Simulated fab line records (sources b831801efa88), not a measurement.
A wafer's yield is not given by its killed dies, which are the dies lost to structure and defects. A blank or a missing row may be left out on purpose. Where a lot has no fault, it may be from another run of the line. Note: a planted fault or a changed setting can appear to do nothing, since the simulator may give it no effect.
Comparing a struck lot with a sound one    flow sfq_line    14 steps out of a route of 325
Sound: wafers L449.3, L449.5, L449.6. Wafers struck: L454.1, L454.4, L454.6. At the end, the cause is stated.
For every step that has rows: the tool of each side, followed by ch and its chambers, followed by its first start. Under that, the readings that differ: sound wafers    struck wafers    difference of the means    sigmas: that difference in standard deviations of wafers without a fault.
alike: same words and numbers on both sides, and readings whose means sit less than 2 such deviations apart. not compared: any withheld reading, any reading some wafer has no value for, any bound like >300 that may hide the same value, and any number with overlapping values for which the record gives no deviation.
Wherever a step has rows on one side only, a row that says differs or no value, or a row with sigmas, the two part there. When numbers do not overlap yet have no deviation, they are printed without sigmas and do not part them. A reading missing from all wafers of one side parts the sides only when that side holds two or more wafers.

first, 7 steps without rows for these wafers: SFQ_TRILAYER_JJ_CE_STRIP_SOLV_CLEAN_121 (cleans in NMP, time 600 s); SFQ_TRILAYER_M5_LITHO_COAT_128 (resist thk 62 nm); SFQ_TRILAYER_M5_LITHO_COAT_123 (resist thk 600 nm); SFQ_TRILAYER_M5_LITHO_SOFTBAKE_127; SFQ_TRILAYER_M5_LITHO_EXPOSE_124 (exposes mask M5, target cd 700 nm); SFQ_TRILAYER_M5_LITHO_PEB_126 (peb time 60 s); SFQ_TRILAYER_M5_LITHO_DEVELOP_125 (time 60 s).
SFQ_M5_OVL_MEAS_932:
  sound: overlay-01 at day 52 18:19; struck: overlay-02 at day 53 02:35
  alike: M5_OVL
SFQ_TRILAYER_M5_BARC_OPEN_METAL_ETCH_161: etches BARC in O2, target depth 125 nm, time 41.7 s.
  sound on rie_metal-04 ch 0,1, day 52 18:22; struck on rie_metal-04 ch 0,1, day 53 02:37
  alike: drypump_motor_current_A, oes_product_au
  not compared: rf_hours_counter_h
SFQ_TRILAYER_M5_ETCH_METAL_ETCH_126: etches Nb in Cl2/BCl3, stops on SiO2, time 203.2 s, target depth 265 nm.
  sound on rie_metal-04 ch 0,1, day 52 18:28; struck on rie_metal-04 ch 0,1, day 53 02:41
  alike: drypump_motor_current_A, oes_product_au
  not compared: rf_hours_counter_h
SFQ_TRILAYER_M5_STRIP_STRIP_127: strips in O2.
  sound on rie_metal-04 ch 0,1, day 52 18:47; struck on rie_metal-04 ch 0,1, day 53 02:52
  alike: drypump_motor_current_A, oes_product_au
  not compared: rf_hours_counter_h
then, 1 step without rows for these wafers: SFQ_TRILAYER_M5_STRIP_SOLV_CLEAN_128 (cleans in NMP, time 600 s).
SFQ_TRILAYER_A5B_DEP_PECVD_129: deposits SiO2 from SiH4/N2O, time 133.33 s, target thk 600 nm.
  sound on pecvd-01 ch 1,2, day 52 19:23; struck on pecvd-03 ch 0,2, day 53 03:39
reading                                               sound              struck             difference  sigmas
rf_fwd_power_W (W)                                    182.4 183.2 181.8  256.5 253.9 256.0  +73.0       +99 or more
showerhead_vpp_V (V)                                  805 862 792        925 1074 933       +158        +4
model.SiO2_of_TRILAYER_A5B_DEP_PECVD_129.thk_nm (nm)  586.5 599 594.1    655 672.5 669.5    +72         
  alike: chamber_pressure_Torr, heater_power_w, throttle_valve_pct
SFQ_TRILAYER_A5B_CMP_CMP_130: polishes, stops on Nb, target thk 340.7 nm.
  sound on cmp-01 ch 0,1,3, day 52 20:28; struck on cmp-02 ch 0,1,3, day 53 07:44
  alike: motor_current_A

## WHERE THEY PART
Within this record, at SFQ_TRILAYER_A5B_DEP_PECVD_129 only. Later steps at which nothing parts them and some readings are alike: SFQ_TRILAYER_A5B_CMP_CMP_130.

WHY: the cause the simulator had injected
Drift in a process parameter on pecvd-03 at SFQ_TRILAYER_A5B_DEP_PECVD_129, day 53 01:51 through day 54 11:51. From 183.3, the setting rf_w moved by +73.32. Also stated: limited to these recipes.
